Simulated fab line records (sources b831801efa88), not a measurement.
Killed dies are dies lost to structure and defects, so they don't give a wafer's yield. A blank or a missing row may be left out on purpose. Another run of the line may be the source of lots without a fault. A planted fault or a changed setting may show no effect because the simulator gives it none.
fab line records -- flow sky130
record lots=15, wafers=45, last-day=50
route steps=708 shown FIELD_ISO@5 POLY_GATE@218 LDD_P@263 LDD_HVP@282
lots with no fault: from the same line, run without faults
start-h: start of the lot's first displayed wafer, in hours after the record's first day -- wait-h: hours since the lot's step before -- " the same as in the row above -- L1.1+2: a row that stands for several wafers -- - either no value or no given start -- * or withheld: withheld -- < > ~ a bound
route shown NAME@n: names a module that has steps shown in the file, with the first one's number in the route -- usual: mean and standard deviation over wafers with no fault -- same: alike in all rows -- chamber/n: place in a boat -- sites: each site's reading -- _std_site: the standard deviation of these -- _edge_site: outer sites' mean less inner sites' -- radius-mm: for every site, how far away it sits from the centre of the wafer -- mask NAME#n: copy n -- behind: tool/chamber where the wafer was last shaped -- hold: cause of the lot's hold/its duration in hours/its outcome -- device: which transistor (n, p or np) failed to switch -- end of line: the same wafers' tests at the end of the route -- for a step that has no rows: nothing shown but its recipe -- killed: the dies lost at the first sort to structure and to defects; this is not the yield of the wafer -- map: the dies of a wafer, with x for killed, . for not killed, _ for no die there
set.NAME: the run value of the setting; set.NAME@STEP: its run value at that earlier step -- model.NAME: the simulator's own value behind a step, which no gauge read
the route's steps for a sample of lots (tables are steps, rows are wafers)
services: the hour from which a tool's chamber was out of use, counted from the record's first day as start-h (under 0 if before that day), plus the number of hours and why
## steps
# step SKY_FIELD_ISO_THK_MEAS_04
# recipe reads=Si3N4_of_FIELD_ISO_CVD_03
# usual FIELD_ISO_CVD_03_THK=164.8/1.7
lot.wafer,tool,chamber,start-h,wait-h,FIELD_ISO_CVD_03_THK[nm]
L505.2,film-metro-01,-,15.69,0.0,163.0
L505.4,film-metro-01,-,15.69,0.0,162.4
L505.5,film-metro-01,-,15.69,0.0,164.1
L506.1,film-metro-01,-,19.43,0.0,166.4
L506.2,film-metro-01,-,19.43,0.0,169.0
L506.4,film-metro-01,-,19.43,0.0,167.3
L509.1,film-metro-04,-,35.14,0.0,164.0
L509.3,film-metro-04,-,35.14,0.0,164.7
L509.6,film-metro-04,-,35.14,0.0,164.8
L512.1,film-metro-04,-,49.22,0.0,163.7
L512.5,film-metro-04,-,49.22,0.0,161.7
L512.6,film-metro-04,-,49.22,0.0,163.0
L514.1,film-metro-04,-,59.16,0.0,168.3
L514.4,film-metro-04,-,59.16,0.0,167.9
L514.5,film-metro-04,-,59.16,0.0,167.2
L515.2,film-metro-04,-,63.55,0.0,165.3
L515.3,film-metro-04,-,63.55,0.0,166.5
L515.5,film-metro-04,-,63.55,0.0,166.8
L516.1,film-metro-04,-,69.08,0.0,164.9
L516.2,film-metro-04,-,69.08,0.0,165.7
L516.3,film-metro-04,-,69.08,0.0,164.9
L517.1,film-metro-01,-,74.00,0.0,162.3
L517.3,film-metro-01,-,74.00,0.0,164.0
L517.4,film-metro-01,-,74.00,0.0,165.2
L518.2,film-metro-01,-,79.15,0.0,165.0
L518.4,film-metro-01,-,79.15,0.0,164.7
L518.5,film-metro-01,-,79.15,0.0,164.5
L521.2,film-metro-02,-,97.48,0.0,166.4
L521.5,film-metro-02,-,97.48,0.0,165.5
L521.6,film-metro-02,-,97.48,0.0,165.9
L522.2,film-metro-01,-,101.83,0.0,165.4
L522.4,film-metro-01,-,101.83,0.0,167.5
L522.6,film-metro-01,-,101.83,0.0,166.0
L523.1,film-metro-02,-,104.65,0.0,163.0
L523.4,film-metro-02,-,104.65,0.0,162.6
L523.5,film-metro-02,-,104.65,0.0,163.2
L524.3,film-metro-01,-,108.99,0.0,164.8
L524.4,film-metro-01,-,108.99,0.0,162.9
L524.6,film-metro-01,-,108.99,0.0,163.5
L526.2,film-metro-01,-,120.81,0.0,163.7
L526.3,film-metro-01,-,120.81,0.0,164.3
L526.6,film-metro-01,-,120.81,0.0,164.3
L528.1,film-metro-01,-,130.49,0.0,165.0
L528.3,film-metro-01,-,130.49,0.0,166.6
L528.4,film-metro-01,-,130.49,0.0,164.9
# step SKY_POLY_GATE_THK_MEAS_04
# recipe reads=Si3N4_of_POLY_GATE_CVD_03
# usual POLY_GATE_CVD_03_THK=74.6/0.8
lot.wafer,tool,chamber,start-h,wait-h,POLY_GATE_CVD_03_THK[nm]
L505.2,film-metro-02,-,342.61,0.0,75.3
L505.4,film-metro-02,-,342.61,0.0,74.4
L505.5,film-metro-02,-,342.61,0.0,75.3
L506.1,film-metro-01,-,349.89,0.0,74.2
L506.2,film-metro-01,-,349.89,0.0,74.9
L506.4,film-metro-01,-,349.89,0.0,74.4
L509.1,film-metro-02,-,375.85,0.0,74.6
L509.3,film-metro-02,-,375.85,0.0,74.9
L509.6,film-metro-02,-,375.85,0.0,74.4
L512.1,film-metro-02,-,401.55,0.0,75.7
L512.5,film-metro-02,-,401.55,0.0,75.6
L512.6,film-metro-02,-,401.55,0.0,76.2
L514.1,film-metro-03,-,426.26,0.0,74.3
L514.4,film-metro-03,-,426.26,0.0,75.0
L514.5,film-metro-03,-,426.26,0.0,75.6
L515.2,film-metro-01,-,439.27,0.0,76.2
L515.3,film-metro-01,-,439.27,0.0,76.2
L515.5,film-metro-01,-,439.27,0.0,75.7
L516.1,film-metro-03,-,449.38,0.0,76.0
L516.2,film-metro-03,-,449.38,0.0,75.9
L516.3,film-metro-03,-,449.38,0.0,75.8
L517.1,film-metro-01,-,456.45,0.0,73.7
L517.3,film-metro-01,-,456.45,0.0,73.6
L517.4,film-metro-01,-,456.45,0.0,72.8
L518.2,film-metro-01,-,463.30,0.0,74.5
L518.4,film-metro-01,-,463.30,0.0,74.2
L518.5,film-metro-01,-,463.30,0.0,74.5
L521.2,film-metro-02,-,488.57,0.0,74.2
L521.5,film-metro-02,-,488.57,0.0,74.2
L521.6,film-metro-02,-,488.57,0.0,74.1
L522.2,film-metro-03,-,500.51,0.0,74.0
L522.4,film-metro-03,-,500.51,0.0,73.9
L522.6,film-metro-03,-,500.51,0.0,74.2
L523.1,film-metro-01,-,505.95,0.0,74.3
L523.4,film-metro-01,-,505.95,0.0,73.1
L523.5,film-metro-01,-,505.95,0.0,73.2
L524.3,film-metro-01,-,512.73,0.0,74.0
L524.4,film-metro-01,-,512.73,0.0,74.3
L524.6,film-metro-01,-,512.73,0.0,75.3
L526.2,film-metro-03,-,527.37,0.0,74.9
L526.3,film-metro-03,-,527.37,0.0,74.5
L526.6,film-metro-03,-,527.37,0.0,74.2
L528.1,film-metro-02,-,548.05,0.0,75.0
L528.3,film-metro-02,-,548.05,0.0,74.4
L528.4,film-metro-02,-,548.05,0.0,74.4
# step SKY_LDD_P_OVL_MEAS_08
# usual LDD_P_OVL=-0.5/1.1
lot.wafer,tool,chamber,start-h,wait-h,LDD_P_OVL[nm]
L505.2,overlay-02,-,432.02,0.1,-0.7
L505.4,overlay-02,-,432.02,0.1,-1.8
L505.5,overlay-02,-,432.02,0.1,-0.8
L506.1,overlay-02,-,440.56,0.1,-0.6
L506.2,overlay-02,-,440.56,0.1,0.4
L506.4,overlay-02,-,440.56,0.1,-1.8
L509.1,overlay-01,-,470.81,0.1,-1.5
L509.3,overlay-01,-,470.81,0.1,-2.2
L509.6,overlay-01,-,470.81,0.1,-1.5
L512.1,overlay-01,-,497.41,0.1,-0.3
L512.5,overlay-01,-,497.41,0.1,-1.0
L512.6,overlay-01,-,497.41,0.1,-0.9
L514.1,overlay-02,-,525.11,0.1,-0.2
L514.4,overlay-02,-,525.11,0.1,0.1
L514.5,overlay-02,-,525.11,0.1,1.5
L515.2,overlay-02,-,537.71,0.1,1.6
L515.3,overlay-02,-,537.71,0.1,0.8
L515.5,overlay-02,-,537.71,0.1,0.7
L516.1,overlay-01,-,548.05,0.1,-1.3
L516.2,overlay-01,-,548.05,0.1,-2.1
L516.3,overlay-01,-,548.05,0.1,-1.7
L517.1,overlay-02,-,552.76,0.1,0.2
L517.3,overlay-02,-,552.76,0.1,-0.2
L517.4,overlay-02,-,552.76,0.1,-0.4
L518.2,overlay-02,-,558.17,0.1,0.2
L518.4,overlay-02,-,558.17,0.1,0.1
L518.5,overlay-02,-,558.17,0.1,0.4
L521.2,overlay-01,-,583.12,0.1,0.1
L521.5,overlay-01,-,583.12,0.1,-0.3
L521.6,overlay-01,-,583.12,0.1,0.7
L522.2,overlay-02,-,594.52,0.1,-0.6
L522.4,overlay-02,-,594.52,0.1,-1.7
L522.6,overlay-02,-,594.52,0.1,0.4
L523.1,overlay-02,-,599.01,0.1,0.2
L523.4,overlay-02,-,599.01,0.1,-0.3
L523.5,overlay-02,-,599.01,0.1,-0.3
L524.3,overlay-02,-,604.62,0.1,-0.5
L524.4,overlay-02,-,604.62,0.1,-0.2
L524.6,overlay-02,-,604.62,0.1,-1.5
L526.2,overlay-02,-,619.77,0.1,2.2
L526.3,overlay-02,-,619.77,0.1,0.7
L526.6,overlay-02,-,619.77,0.1,0.5
L528.1,overlay-01,-,639.36,0.1,-0.2
L528.3,overlay-01,-,639.36,0.1,-0.9
L528.4,overlay-01,-,639.36,0.1,0.1
# step SKY_LDD_HVP_EXPOSE_04
# recipe mask-id=HVPTM, na=0.6, source-shape=conventional, sigma-outer=0.6, polarization=unpolarized, target-cd-nm=700, dose-mj=86
# usual exposure-dose-mJ-cm2=86.00/0.085, focus-offset-nm=0.0/0.53, sigma-outer=0.6/0
lot.wafer,tool,chamber,start-h,wait-h,mask,exposure-dose-mJ-cm2,focus-offset-nm,sigma-outer
L505.2,iline-stepper-02,0,478.35,-,HVPTM#0,86.03,-0.5,0.6
L505.4,iline-stepper-02,0,478.35,-,HVPTM#0,85.95,0.1,0.6
L505.5,iline-stepper-02,0,478.35,-,HVPTM#0,86.05,-0.6,0.6
L506.1,iline-stepper-02,0,487.14,-,HVPTM#0,85.98,0.9,0.6
L506.2,iline-stepper-02,0,487.14,-,HVPTM#0,86.05,-0.2,0.6
L506.4,iline-stepper-02,0,487.14,-,HVPTM#0,86.07,0.5,0.6
L509.1,iline-stepper-01,0,517.06,-,HVPTM#0,86.04,0.3,0.6
L509.3,iline-stepper-01,0,517.06,-,HVPTM#0,86.04,0.2,0.6
L509.6,iline-stepper-01,0,517.06,-,HVPTM#0,86.00,0.7,0.6
L512.1,iline-stepper-01,0,543.96,-,HVPTM#0,85.95,0.0,0.6
L512.5,iline-stepper-01,0,543.96,-,HVPTM#0,85.97,0.3,0.6
L512.6,iline-stepper-01,0,543.96,-,HVPTM#0,85.88,0.0,0.6
L514.1,iline-stepper-02,-,570.46,-,HVPTM#0,-,-,-
L514.4,iline-stepper-02,-,570.46,-,HVPTM#0,-,-,-
L514.5,iline-stepper-02,-,570.46,-,HVPTM#0,-,-,-
L515.2,iline-stepper-02,-,583.20,-,HVPTM#0,-,-,-
L515.3,iline-stepper-02,-,583.20,-,HVPTM#0,-,-,-
L515.5,iline-stepper-02,-,583.20,-,HVPTM#0,-,-,-
L516.1,iline-stepper-01,-,593.22,-,HVPTM#0,-,-,-
L516.2,iline-stepper-01,-,593.22,-,HVPTM#0,-,-,-
L516.3,iline-stepper-01,-,593.22,-,HVPTM#0,-,-,-
L517.1,iline-stepper-01,0,597.87,-,HVPTM#0,86.08,0.2,0.6
L517.3,iline-stepper-01,0,597.87,-,HVPTM#0,86.01,-1.2,0.6
L517.4,iline-stepper-01,0,597.87,-,HVPTM#0,86.04,-0.3,0.6
L518.2,iline-stepper-01,0,602.91,-,HVPTM#0,85.96,0.0,0.6
L518.4,iline-stepper-01,0,602.91,-,HVPTM#0,86.04,-0.4,0.6
L518.5,iline-stepper-01,0,602.91,-,HVPTM#0,85.97,0.0,0.6
L521.2,iline-stepper-01,0,627.15,-,HVPTM#0,86.01,0.8,0.6
L521.5,iline-stepper-01,0,627.15,-,HVPTM#0,86.02,0.7,0.6
L521.6,iline-stepper-01,0,627.15,-,HVPTM#0,85.91,0.4,0.6
L522.2,iline-stepper-02,0,638.79,-,HVPTM#0,86.01,0.8,0.6
L522.4,iline-stepper-02,0,638.79,-,HVPTM#0,85.97,0.3,0.6
L522.6,iline-stepper-02,0,638.79,-,HVPTM#0,85.96,0.7,0.6
L523.1,iline-stepper-02,0,643.28,-,HVPTM#0,85.91,-0.1,0.6
L523.4,iline-stepper-02,0,643.28,-,HVPTM#0,85.97,-0.1,0.6
L523.5,iline-stepper-02,0,643.28,-,HVPTM#0,86.00,-0.5,0.6
L524.3,iline-stepper-02,0,648.78,-,HVPTM#0,86.05,0.1,0.6
L524.4,iline-stepper-02,0,648.78,-,HVPTM#0,85.83,0.0,0.6
L524.6,iline-stepper-02,0,648.78,-,HVPTM#0,86.13,-0.3,0.6
L526.2,iline-stepper-01,0,663.43,-,HVPTM#0,86.01,0.7,0.6
L526.3,iline-stepper-01,0,663.43,-,HVPTM#0,85.87,0.4,0.6
L526.6,iline-stepper-01,0,663.43,-,HVPTM#0,86.03,-0.4,0.6
L528.1,iline-stepper-01,0,681.39,-,HVPTM#0,85.96,-0.9,0.6
L528.3,iline-stepper-01,0,681.39,-,HVPTM#0,85.90,-0.1,0.6
L528.4,iline-stepper-01,0,681.39,-,HVPTM#0,86.03,0.0,0.6
## services
tool,chamber,start-h,hours,kind
iline-stepper-01,-,460.31,1.7,pm
iline-stepper-01,-,517.97,5.2,repair
iline-stepper-01,-,546.77,4.8,repair
iline-stepper-01,-,600.43,0.7,repair
iline-stepper-02,-,603.20,1.7,pm
iline-stepper-02,-,625.76,4.9,repair
iline-stepper-01,-,642.07,2.7,repair
iline-stepper-02,-,658.46,4.3,pm
iline-stepper-02,-,663.77,6.6,repair
iline-stepper-01,-,678.43,1.7,pm
## key
first-sign step=SKY_LDD_HVP_EXPOSE_04, reading=tool-record, direction=missing
effect none on later readings
met-at SKY_LDD_HVP_EXPOSE_04
struck-lots L514,L515,L516
sort-left-out L514.1,L514.4,L514.5,L515.2,L515.3,L515.5,L516.1,L516.2,L516.3
tester-left-out L514,L515,L516
not-acting-at SKY_FIELD_ISO_THK_MEAS_04,SKY_POLY_GATE_THK_MEAS_04,SKY_LDD_P_OVL_MEAS_08
onset-between 543.96 570.46
fault kind=skipped-step-whole, tool=iline-stepper-01,iline-stepper-02, chamber=-, onset-h=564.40, steps=SKY_LDD_HVP_EXPOSE_04, scope=struck-lots-only
# tester-left-out: of these lots the tester's yield and bins aren't shown, on N5 and GAA mostly nor the transistor test; their killed dies are dies lost to structure and defects alone, not to doping, threshold or leakage, so they don't give the yield
# sort-left-out: the simulated sort isn't trusted on such a fault, so these wafers' sort isn't shown, and their yield isn't known
